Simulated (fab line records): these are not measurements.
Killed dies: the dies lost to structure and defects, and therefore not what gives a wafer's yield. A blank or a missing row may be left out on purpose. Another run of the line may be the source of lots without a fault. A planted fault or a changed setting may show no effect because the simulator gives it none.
The tool behind it: which one? | flow sky130 | 21 wafers from 7 lots sampled at 2 of the route's 708 steps

## WHAT THE GAUGES READ, wafer by wafer
SKY_LDD_HVP_TW_MEAS_10.
lot  | measured     | on           | LDD_HVP_TW
L755 | day 22 04:07 | filmMetro-02 | 452 450 450
L757 | day 23 00:11 | filmMetro-02 | 447 450 450
L760 | day 24 15:29 | filmMetro-02 | 447 449 448
L761 | day 25 03:13 | filmMetro-01 | 463 464 460
L763 | day 25 12:15 | filmMetro-02 | 455 453 454
L766 | day 26 10:31 | filmMetro-04 | 453 454 454
L772 | day 28 13:45 | filmMetro-01 | 772 775 773

## WHICH TOOL RAN EACH LOT (tool, then ch and the chambers of the sampled wafers, then the start)
lot  | SKY_LDD_HVP_IMPLANT_08
L755 | implanter-04 ch 0, day 22 03:52
L757 | implanter-02 ch 0, day 22 23:56
L760 | implanter-04 ch 0, day 24 15:17
L761 | implanter-01 ch 0, day 25 02:59
L763 | implanter-02 ch 0, day 25 12:00
L766 | implanter-04 ch 0, day 26 10:17
L772 | implanter-04 ch 0, day 28 13:30
- SKY_LDD_HVP_IMPLANT_08

## THE ANSWER, worked out from the rows above alone
Rule: the usual values come from the lots themselves. The widest of any qualifying gaps counts: lots, ordered by their means at a reading, are off when they make up no more than a third of the lots, leave a main group of 4 or more, and stand apart from it by 3 or more times the standard deviation of that group's means. If all means in a main group match to the digits the tables above print for the reading, that group is not used. A lot without any number at a reading at which 4 lots or more have one is off too. Any other lot the step has rows for is counted as sound.
Off: L772, seen at SKY_LDD_HVP_TW_MEAS_10 (LDD_HVP_TW). The main group has a mean of 453 with a standard deviation of 4.7.
If a tool, at a process step before that reading, ran all the lots that are off and no sound lot after the first of them, it fits. The gauges at SKY_LDD_HVP_TW_MEAS_10 are tried like those tools. This does not decide it: 2 tools fit, namely implanter-04 at SKY_LDD_HVP_IMPLANT_08 and filmMetro-01 at SKY_LDD_HVP_TW_MEAS_10.

## WHAT THE SIMULATOR HAD PUT IN
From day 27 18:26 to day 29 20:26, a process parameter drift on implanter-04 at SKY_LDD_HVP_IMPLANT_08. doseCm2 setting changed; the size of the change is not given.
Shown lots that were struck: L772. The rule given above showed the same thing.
